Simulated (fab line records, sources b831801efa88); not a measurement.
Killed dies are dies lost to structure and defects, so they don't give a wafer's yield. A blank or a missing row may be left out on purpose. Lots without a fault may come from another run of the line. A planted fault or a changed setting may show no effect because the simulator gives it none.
fab line records | flow gf180mcu | part 1 of 2: steps 1 to 25 of 35
record lots=5 wafers=15 last_day=34
route steps=602 shown M4@470 V4@476 MIM@503
lots that met no fault: from a run of the same line without faults
start_h: hours from the record's first day to the start of the lot's first wafer shown | wait_h: hours since the lot's step before | " the same as in the row above | L1.1+2: a row that stands for several wafers | - no value, or no start given | * or withheld: withheld | < > ~ a bound
route shown NAME@n: a module of which the file shows steps, and the number in the route of the first | usual: mean/standard deviation of fault-free wafers | same: alike in all rows | chamber/n: place in a boat | sites: the reading at each site | _std_site: their standard deviation | _edge_site: outer sites' mean less inner sites' | radius_mm: how far each site lies from the wafer's centre | mask NAME#n: copy n | behind: the tool/chamber that last shaped the wafer | hold: why the lot was held/for how many hours/how that ended | device: the transistor (n, p or np) that didn't switch | end of line: the same wafers' tests at the end of the route | a step without rows: its recipe alone | killed: dies lost to structure and defects at the first sort, not the wafer's yield | map: a wafer's dies, x killed, . not, _ none there
set.NAME: the setting as run; set.NAME@STEP: as run at that earlier step | model.NAME: the simulator's own value behind a step, which no gauge read
lots at some steps of the route; a table a step, a row a wafer
services: from which hour (start_h, from the record's first day; less than 0 if before it) a tool's chamber was out of use, for how many hours, and why
## steps
# step GF_M4_CD_MEAS_14
# recipe target_cd_nm=280
# usual cd_nm=279.6/1.1
# columns lot.wafer tool chamber start_h wait_h cd_nm
L075.1 cd_sem-01 - 547.17 0.1 278.9
L075.2 " - " " 279.8
L075.6 " - " " 279.6
L084.1 cd_sem-02 - 625.62 0.1 279.8
L084.3 " - " " 280.5
L084.4 " - " " 280.8
L092.1 cd_sem-01 - 677.38 0.1 278.8
L092.2 " - " " 280.4
L092.5 " - " " 279.1
L095.3 cd_sem-02 - 697.22 0.1 281.2
L095.4 " - " " 280.5
L095.5 " - " " 280.0
L097.1 cd_sem-02 - 718.97 0.1 280.4
L097.2 " - " " 280.4
L097.4 " - " " 279.6
# step GF_M4_OVL_MEAS_15
# usual M4_OVL=-1/4.5
# columns lot.wafer tool chamber start_h wait_h M4_OVL[nm]
L075.1 overlay-01 - 547.29 0.1 -1
L075.2 " - " " -2
L075.6 " - " " -9
L084.1 overlay-02 - 625.74 0.1 -6
L084.3 " - " " -7
L084.4 " - " " 1
L092.1 overlay-02 - 677.50 0.1 6
L092.2 " - " " 1
L092.5 " - " " -2
L095.3 overlay-02 - 697.31 0.1 4
L095.4 " - " " 8
L095.5 " - " " -2
L097.1 overlay-01 - 719.09 0.1 -2
L097.2 " - " " -12
L097.4 " - " " -6
# step GF_M4_METAL_ETCH_16
# recipe chemistry=Cl2/BCl3 mask_material=KrF target_depth_nm=750.8 stop_on=SiO2 pressure_mtorr=8 icp_w=800 bias_w=140 Cl2_flow_sccm=80 bcl3_flow_sccm=40 time_s=125.1
# usual drypump_motor_current_A=5.5/0.51 oes_product_au=0.988/0.0061 rf_fwd_power_W=795.5/2.7 throttle_valve_pct=28.232/0.01
# columns lot.wafer tool chamber start_h wait_h drypump_motor_current_A oes_product_au rf_fwd_power_W rf_hours_counter_h throttle_valve_pct
L075.1 rie_metal-03 1 547.33 0.0 4.9 0.988 796.8 8 28.229
L075.2 " 0 " " 4.9 0.980 792.4 3 28.251
L075.6 " 1 " " 4.9 0.985 797.1 - 28.226
L084.1 rie_metal-02 0 625.78 0.0 5.7 0.991 796.4 3 28.245
L084.3 " 0 " " 5.8 0.987 796.1 - 28.224
L084.4 " 1 " " 5.4 0.990 798.2 - 28.235
L092.1 rie_metal-03 0 677.54 0.0 4.9 0.989 792.7 8 28.223
L092.2 " 1 " " 4.9 0.982 799.0 13 28.237
L092.5 " 0 " " 4.9 0.980 796.5 - 28.244
L095.3 rie_metal-02 1 697.38 0.1 5.4 0.992 791.6 - 28.232
L095.4 " 0 " " 5.6 0.984 793.0 - 28.231
L095.5 " 1 " " 5.4 0.994 789.8 - 28.224
L097.1 rie_metal-02 0 719.12 0.0 5.7 0.990 792.8 6 28.217
L097.2 " 1 " " 5.4 0.992 793.7 2 28.231
L097.4 " 0 " " 5.7 0.994 795.6 - 28.226
# step GF_M4_STRIP_17
# recipe chemistry=O2/N2 power_w=1400 pressure_mtorr=1500 platen_temp_c=250 o2_flow_sccm=3000 n2_flow_sccm=300 overash_fraction=0.5
# usual drypump_motor_current_A=5.8/0.41 heater_power_w=348/22 oes_product_au=0.538/0.0051 strip_time_to_endpoint_s=7.40/0.041
# columns lot.wafer tool chamber start_h wait_h drypump_motor_current_A heater_power_w oes_product_au rf_hours_counter_h strip_time_to_endpoint_s
L075.1 plasma_asher-03 0 547.46 0.1 5.8 338 0.534 78 7.42
L075.2 " 1 " " 6.5 333 0.538 78 7.41
L075.6 " 1 " " 6.5 330 0.544 - 7.41
L084.1 plasma_asher-02 1 625.91 0.1 5.4 384 0.548 20 7.46
L084.3 " 1 " " 5.4 385 0.537 - 7.46
L084.4 " 0 " " 6.1 333 0.539 - 7.38
L092.1 plasma_asher-02 1 677.67 0.1 5.4 378 0.533 25 7.41
L092.2 " 0 " " 6.1 329 0.537 25 7.42
L092.5 " 1 " " 5.4 389 0.535 - 7.47
L095.3 plasma_asher-04 1 697.50 0.1 5.3 327 0.541 - 7.35
L095.4 " 0 " " 6.1 360 0.532 - 7.34
L095.5 " 1 " " 5.3 325 0.539 - 7.32
L097.1 plasma_asher-02 1 719.25 0.1 5.4 389 0.526 29 7.37
L097.2 " 0 " " 6.1 334 0.540 29 7.32
L097.4 " 0 " " 6.1 333 0.536 - 7.37
# step GF_M4_STRIP_18
# recipe chemistry=post_etch_residue_remover time_s=1200 temp_c=72.5
# usual bath_heat_duty_pct=14.1/1.5
# columns lot.wafer tool chamber start_h wait_h bath_heat_duty_pct
L075.1 wet_bench-03 2 547.56 0.1 12.3
L075.2 " 2 " " 12.0
L075.6 " 2 " " 12.5
L084.1 wet_bench-01 1 626.01 0.1 16.0
L084.3 " 1 " " 15.3
L084.4 " 1 " " 13.2
L092.1 wet_bench-04 1 677.77 0.1 12.9
L092.2 " 1 " " 13.0
L092.5 " 1 " " 13.4
L095.3 wet_bench-03 1 697.57 0.0 16.5
L095.4 " 1 " " 14.4
L095.5 " 1 " " 14.6
L097.1 wet_bench-04 0 719.35 0.1 17.5
L097.2 " 0 " " 16.6
L097.4 " 0 " " 16.8
# step GF_M4_CLEAN_19
# recipe chemistry=DIW dry=n2_spin
# columns lot.wafer tool chamber start_h wait_h
L075.1+2+6 wet_bench-04 2 547.90 0.0
L084.1+3+4 wet_bench-03 2 626.38 0.0
L092.1+2+5 wet_bench-01 1 678.45 0.0
L095.3+4+5 wet_bench-04 3 697.91 0.0
L097.1+2+4 wet_bench-01 2 719.69 0.0
# step GF_V4_CVD_00
# recipe material=SiO2 target_thk_nm=600 sigma_open_frac=0.3 temp_c=400 time_s=100 sih4_flow_sccm=60 pressure_mtorr=6
# columns lot.wafer tool chamber start_h wait_h
L075.1+2+6 hdpcvd-01 2,0,0 548.00 0.0
L084.1+3+4 hdpcvd-02 1,2,1 626.47 0.0
L092.1+2+5 hdpcvd-02 2,1,2 678.55 0.0
L095.3+4+5 hdpcvd-01 0,2,0 698.00 0.0
L097.1+2+4 hdpcvd-01 1,2,2 719.78 0.0
# step GF_V4_THK_MEAS_01
# recipe reads=SiO2_of_V4_CVD_00
# usual V4_CVD_00_THK=599/4.9
# columns lot.wafer tool chamber start_h wait_h V4_CVD_00_THK[nm]
L075.1 film_metro-04 - 548.07 0.0 599
L075.2 " - " " 609
L075.6 " - " " 607
L084.1 film_metro-02 - 626.54 0.0 599
L084.3 " - " " 599
L084.4 " - " " 595
L092.1 film_metro-01 - 678.62 0.0 610
L092.2 " - " " 609
L092.5 " - " " 603
L095.3 film_metro-01 - 698.09 0.1 599
L095.4 " - " " 601
L095.5 " - " " 603
L097.1 film_metro-02 - 719.86 0.0 603
L097.2 " - " " 600
L097.4 " - " " 593
# step GF_V4_CVD_02
# recipe material=SiO2 target_thk_nm=850 precursor=TEOS temp_c=400 time_s=94.851 rf_w=600
# usual heater_power_w=669/87 rf_fwd_power_W=596.7/2.1
# columns lot.wafer tool chamber start_h wait_h heater_power_w rf_fwd_power_W
L075.1 pecvd-02 2 548.13 0.1 513 593.7
L075.2 " 1 " " 765 596.9
L075.6 " 0 " " 741 599.9
L084.1 pecvd-02 2 626.60 0.1 540 600.5
L084.3 " 0 " " 713 597.0
L084.4 " 1 " " 766 599.4
L092.1 pecvd-02 2 678.68 0.1 600 596.4
L092.2 " 1 " " 688 594.0
L092.5 " 2 " " 482 593.6
L095.3 pecvd-02 0 698.13 0.0 705 600.1
L095.4 " 1 " " 795 595.0
L095.5 " 2 " " 567 597.4
L097.1 pecvd-04 1 719.92 0.1 667 596.5
L097.2 " 0 " " 641 596.4
L097.4 " 2 " " 757 596.3
# step GF_V4_THK_MEAS_03
# recipe reads=SiO2_of_V4_CVD_02
# usual V4_CVD_02_THK=852/10
# columns lot.wafer tool chamber start_h wait_h V4_CVD_02_THK[nm]
L075.1 film_metro-01 - 548.20 0.0 848
L075.2 " - " " 835
L075.6 " - " " 862
L084.1 film_metro-04 - 626.67 0.0 856
L084.3 " - " " 846
L084.4 " - " " 853
L092.1 film_metro-04 - 678.75 0.0 852
L092.2 " - " " 850
L092.5 " - " " 870
L095.3 film_metro-02 - 698.22 0.1 836
L095.4 " - " " 848
L095.5 " - " " 854
L097.1 film_metro-04 - 719.99 0.0 833
L097.2 " - " " 835
L097.4 " - " " 847
# step GF_V4_CMP_04
# recipe material=SiO2 down_force_psi=4 platen_rpm=60 pad_velocity_m_s=0.94248
# usual motor_current_A=12.2/0.97 platen_rpm=59.99/0.039 time_to_endpoint_s=81/4.8
# columns lot.wafer tool chamber start_h wait_h motor_current_A platen_rpm time_to_endpoint_s
L075.1 cmp-01 2 548.32 0.1 11.8 60.01 75
L075.2 " 0 " " 10.9 60.01 73
L075.6 " 1 " " 13.3 60.00 79
L084.3 cmp-01 3 626.73 0.0 13.5 59.94 81
L084.4 " 1 " " 12.7 59.96 80
L084.1 " 2 " " 11.3 59.98 83
L092.1 cmp-02 3 678.81 0.1 11.0 60.00 81
L092.2 " 2 " " 12.2 60.04 82
L092.5 " 3 " " 11.8 60.02 89
L095.3 cmp-01 2 698.26 0.0 11.9 59.98 75
L095.4 " 1 " " 12.3 60.01 77
L095.5 " 3 " " 13.8 59.95 79
L097.4 cmp-01 0 720.05 0.0 10.9 60.01 77
L097.1 " 2 " " 11.3 60.03 72
L097.2 " 3 " " 13.7 60.03 73
# step GF_V4_BOW_MEAS_05
# recipe mode=bow
# usual V4_BOW=136/8.1
# columns lot.wafer tool chamber start_h wait_h V4_BOW[um]
L075.1 film_metro-02 - 548.59 0.2 147
L075.2 " - " " 139
L075.6 " - " " 130
L084.1 film_metro-01 - 627.03 0.1 137
L084.3 " - " " 143
L084.4 " - " " 142
L092.1 film_metro-02 - 679.11 0.2 142
L092.2 " - " " 151
L092.5 " - " " 160
L095.3 film_metro-04 - 698.60 0.3 129
L095.4 " - " " 147
L095.5 " - " " 136
L097.1 film_metro-04 - 720.35 0.1 129
L097.2 " - " " 134
L097.4 " - " " 141
# step GF_V4_DEHYDRATE_06
# recipe temp_c=200 time_s=60
# usual exhaust_pa=44.9/1
# columns lot.wafer tool chamber start_h wait_h exhaust_pa
L075.1 litho_track-03 0 558.92 10.3 43.8
L075.2 " 0 " " 47.1
L075.6 " 0 " " 45.5
L084.1 litho_track-04 0 636.37 9.3 43.9
L084.3 " 0 " " 43.7
L084.4 " 0 " " 43.8
L092.1 litho_track-01 0 687.74 8.6 46.0
L092.2 " 0 " " 45.9
L092.5 " 0 " " 45.3
L095.3 litho_track-03 0 707.02 8.4 44.7
L095.4 " 0 " " 42.7
L095.5 " 0 " " 43.9
L097.1 litho_track-03 0 728.57 8.2 45.3
L097.2 " 0 " " 46.3
L097.4 " 0 " " 45.0
# step GF_V4_HMDS_07
# recipe prime_time_s=60 prime_temp_c=120
# usual exhaust_pa=44.9/0.89
# columns lot.wafer tool chamber start_h wait_h exhaust_pa
L075.1 litho_track-03 0 559.07 0.1 43.7
L075.2 " 0 " " 43.6
L075.6 " 0 " " 44.0
L084.1 litho_track-04 0 636.52 0.1 46.3
L084.3 " 0 " " 45.2
L084.4 " 0 " " 44.7
L092.1 litho_track-01 0 687.89 0.1 44.3
L092.2 " 0 " " 44.5
L092.5 " 0 " " 44.4
L095.3 litho_track-03 0 707.17 0.1 45.6
L095.4 " 0 " " 44.9
L095.5 " 0 " " 45.2
L097.1 litho_track-03 0 728.72 0.1 44.7
L097.2 " 0 " " 44.6
L097.4 " 0 " " 45.2
# step GF_V4_COAT_08
# recipe resist=BARC temp_c=withheld time_s=withheld spin_rpm=withheld resist_thk_nm=withheld
# usual exhaust_pa=44.8/0.79
# columns lot.wafer tool chamber start_h wait_h exhaust_pa
L075.1 litho_track-03 0 559.22 0.1 46.2
L075.2 " 0 " " 44.7
L075.6 " 0 " " 45.0
L084.1 litho_track-04 0 636.67 0.1 44.0
L084.3 " 0 " " 45.9
L084.4 " 0 " " 44.2
L092.1 litho_track-01 0 688.04 0.1 45.4
L092.2 " 0 " " 43.1
L092.5 " 0 " " 45.4
L095.3 litho_track-03 0 707.32 0.1 45.7
L095.4 " 0 " " 45.0
L095.5 " 0 " " 45.7
L097.1 litho_track-03 0 728.87 0.1 45.1
L097.2 " 0 " " 44.6
L097.4 " 0 " " 43.9
# step GF_V4_COAT_09
# recipe resist=KrF spin_rpm=withheld resist_thk_nm=1000
# usual exhaust_pa=45.0/0.85
# columns lot.wafer tool chamber start_h wait_h exhaust_pa
L075.1 litho_track-03 0 - - 45.3
L075.2 " 0 " " 46.8
L075.6 " 0 " " 45.7
L084.1 litho_track-04 0 - - 45.6
L084.3 " 0 " " 46.1
L084.4 " 0 " " 44.8
L092.1 litho_track-01 0 - - 46.0
L092.2 " 0 " " 46.6
L092.5 " 0 " " 45.4
L095.3 litho_track-03 0 - - 45.1
L095.4 " 0 " " 44.2
L095.5 " 0 " " 45.0
L097.1 litho_track-03 0 - - 44.6
L097.2 " 0 " " 45.9
L097.4 " 0 " " 44.8
# step GF_V4_SOFTBAKE_10
# recipe temp_c=130 time_s=60 resist=KrF
# usual exhaust_pa=45.1/0.91
# columns lot.wafer tool chamber start_h wait_h exhaust_pa
L075.1 litho_track-03 0 - - 46.0
L075.2 " 0 " " 45.0
L075.6 " 0 " " 44.8
L084.1 litho_track-04 0 - - 43.7
L084.3 " 0 " " 44.5
L084.4 " 0 " " 46.6
L092.1 litho_track-01 0 - - 45.5
L092.2 " 0 " " 45.2
L092.5 " 0 " " 46.7
L095.3 litho_track-03 0 - - 43.4
L095.4 " 0 " " 43.9
L095.5 " 0 " " 42.9
L097.1 litho_track-03 0 - - 45.4
L097.2 " 0 " " 46.1
L097.4 " 0 " " 46.2
# step GF_V4_EXPOSE_11
# recipe mask_id=Via4 target_cd_nm=260 na=0.68 source_shape=conventional sigma_outer=0.6 dose_mj=38
# columns lot.wafer tool chamber start_h wait_h mask
L075.1+2+6 krf_scanner-02 0 - - Via4#0
L084.1+3+4 krf_scanner-01 0 - - Via4#0
L092.1+2+5 krf_scanner-01 0 - - Via4#0
L095.3+4+5 krf_scanner-01 0 - - Via4#0
L097.1+2+4 krf_scanner-01 0 - - Via4#0
# step GF_V4_PEB_12
# recipe peb_temp_c=135 peb_time_s=87.29 resist=KrF
# usual exhaust_pa=45.3/0.79
# columns lot.wafer tool chamber start_h wait_h exhaust_pa
L075.1 litho_track-04 0 - - 46.0
L075.2 " 0 " " 45.0
L075.6 " 0 " " 43.7
L084.1 litho_track-04 0 - - 45.3
L084.3 " 0 " " 45.7
L084.4 " 0 " " 46.1
L092.1 litho_track-04 0 - - 44.1
L092.2 " 0 " " 44.5
L092.5 " 0 " " 45.0
L095.3 litho_track-04 0 - - 45.5
L095.4 " 0 " " 46.1
L095.5 " 0 " " 45.0
L097.1 litho_track-01 0 - - 45.9
L097.2 " 0 " " 45.9
L097.4 " 0 " " 45.8
# step GF_V4_DEVELOP_13
# recipe develop_time_s=60 resist=KrF dev_temp_c=21
# usual exhaust_pa=45.0/0.96
# columns lot.wafer tool chamber start_h wait_h exhaust_pa
L075.1 litho_track-04 0 570.37 0.2 46.4
L075.2 " 0 " " 45.7
L075.6 " 0 " " 45.3
L084.1 litho_track-04 0 647.17 0.2 45.1
L084.3 " 0 " " 45.4
L084.4 " 0 " " 45.3
L092.1 litho_track-04 0 697.62 0.2 46.6
L092.2 " 0 " " 46.1
L092.5 " 0 " " 46.1
L095.3 litho_track-04 0 716.72 0.1 44.4
L095.4 " 0 " " 45.4
L095.5 " 0 " " 44.2
L097.1 litho_track-01 0 737.79 0.2 43.7
L097.2 " 0 " " 45.0
L097.4 " 0 " " 43.9
# step GF_V4_CD_MEAS_14
# recipe target_cd_nm=260
# usual cd_nm=259.9/1.7
# columns lot.wafer tool chamber start_h wait_h cd_nm
L075.1 cd_sem-01 - 570.55 0.2 258.5
L075.2 " - " " 258.3
L075.6 " - " " 258.9
L084.1 cd_sem-02 - 647.32 0.1 259.8
L084.3 " - " " 260.7
L084.4 " - " " 259.2
L092.1 cd_sem-01 - 697.77 0.1 260.0
L092.2 " - " " 260.5
L092.5 " - " " 261.1
L095.3 cd_sem-01 - 716.86 0.1 262.3
L095.4 " - " " 262.0
L095.5 " - " " 261.7
L097.1 cd_sem-02 - 737.94 0.1 258.7
L097.2 " - " " 259.2
L097.4 " - " " 260.7
# step GF_V4_OVL_MEAS_15
# usual V4_OVL=-4/5.4
# columns lot.wafer tool chamber start_h wait_h V4_OVL[nm]
L075.1 overlay-02 - 570.67 0.1 3
L075.2 " - " " 0
L075.6 " - " " 5
L084.1 overlay-01 - 647.44 0.1 0
L084.3 " - " " -5
L084.4 " - " " 4
L092.1 overlay-01 - 697.89 0.1 -4
L092.2 " - " " -6
L092.5 " - " " -1
L095.3 overlay-01 - 716.95 0.1 -11
L095.4 " - " " -6
L095.5 " - " " -4
L097.1 overlay-02 - 738.06 0.1 -5
L097.2 " - " " 0
L097.4 " - " " 3
# step GF_V4_ETCH_16
# recipe chemistry=N2/H2 target_depth_a=withheld overetch_a=withheld time_s=withheld target=BARC ion_energy_ev=200 source_w=500 bias_w=100 pressure_mtorr=30 n2_flow_sccm=100 h2_flow_sccm=200
# usual drypump_motor_current_A=5.5/0.43 oes_product_au=0.854/0.0048 rf_fwd_power_W=494.4/2.2 throttle_valve_pct=13.225/0.0093
# columns lot.wafer tool chamber start_h wait_h drypump_motor_current_A oes_product_au rf_fwd_power_W throttle_valve_pct
L075.1 rie_diel-04 2 570.71 0.0 4.9 0.854 494.7 13.233
L075.2 " 3 " " 4.9 0.851 494.8 13.227
L075.6 " 0 " " 6.3 0.858 495.1 13.233
L084.1 rie_diel-03 2 647.47 0.0 5.5 0.847 492.7 13.229
L084.3 " 0 " " 5.4 0.854 491.7 13.203
L084.4 " 3 " " 5.7 0.849 494.3 13.224
L092.1 rie_diel-03 1 697.92 0.0 5.7 0.861 490.5 13.225
L092.2 " 3 " " 5.7 0.851 495.2 13.217
L092.5 " 3 " " 5.7 0.847 494.6 13.231
L095.3 rie_diel-04 0 716.97 0.0 6.3 0.858 494.3 13.235
L095.4 " 2 " " 4.9 0.855 492.8 13.238
L095.5 " 0 " " 6.3 0.856 497.2 13.218
L097.1 rie_diel-03 1 738.09 0.0 5.7 0.847 493.5 13.219
L097.2 " 3 " " 5.7 0.848 495.7 13.250
L097.4 " 0 " " 5.4 0.848 491.0 13.221
# step GF_V4_ETCH_17
# recipe chemistry=C4F8/O2/Ar mask_material=KrF target=SiO2 stop_on=TiN source_w=1500 bias_w=1200 pressure_mtorr=40 c4f8_flow_sccm=withheld O2_flow_sccm=6 Ar_flow_sccm=300 time_s=withheld target_depth_a=6300
# usual oes_product_au=0.856/0.0044 rf_fwd_power_W=1492/5.3
# columns lot.wafer tool chamber start_h wait_h oes_product_au rf_fwd_power_W
L075.1 rie_diel-04 2 - - 0.846 1489
L075.2 " 3 " " 0.859 1490
L075.6 " 0 " " 0.857 1493
L084.1 rie_diel-03 2 - - 0.852 1495
L084.3 " 0 " " 0.856 1488
L084.4 " 3 " " 0.852 1496
L092.1 rie_diel-03 1 - - 0.859 1485
L092.2 " 3 " " 0.848 1490
L092.5 " 3 " " 0.853 1491
L095.3 rie_diel-04 0 - - 0.852 1490
L095.4 " 2 " " 0.853 1499
L095.5 " 0 " " 0.848 1489
L097.1 rie_diel-03 1 - - 0.851 1479
L097.2 " 3 " " 0.860 1489
L097.4 " 0 " " 0.857 1489
# step GF_V4_STRIP_18
# recipe chemistry=O2/N2 power_w=1400 pressure_mtorr=1500 platen_temp_c=250 o2_flow_sccm=3000 n2_flow_sccm=300 overash_fraction=0.5
# usual drypump_motor_current_A=5.9/0.34 heater_power_w=338/16 oes_product_au=0.591/0.0053
# columns lot.wafer tool chamber start_h wait_h drypump_motor_current_A heater_power_w oes_product_au rf_hours_counter_h
L075.1 plasma_asher-01 0 570.84 - 6.0 327 0.581 96
L075.2 " 1 " " 6.0 347 0.591 96
L075.6 " 1 " " 6.0 342 0.599 -
L084.1 plasma_asher-03 1 647.60 - 6.5 320 0.602 88
L084.3 " 1 " " 6.5 338 0.595 -
L084.4 " 0 " " 5.7 336 0.586 -
L092.1 plasma_asher-03 0 698.05 - 5.8 338 0.587 93
L092.2 " 1 " " 6.5 333 0.586 93
L092.5 " 1 " " 6.5 337 0.587 -
L095.3 plasma_asher-04 1 717.13 - 5.3 325 0.586 -
L095.4 " 0 " " 6.1 360 0.603 -
L095.5 " 1 " " 5.3 328 0.592 -
L097.1 plasma_asher-04 0 738.22 - 6.1 364 0.596 64
L097.2 " 1 " " 5.3 325 0.599 64
L097.4 " 1 " " 5.3 330 0.595 -
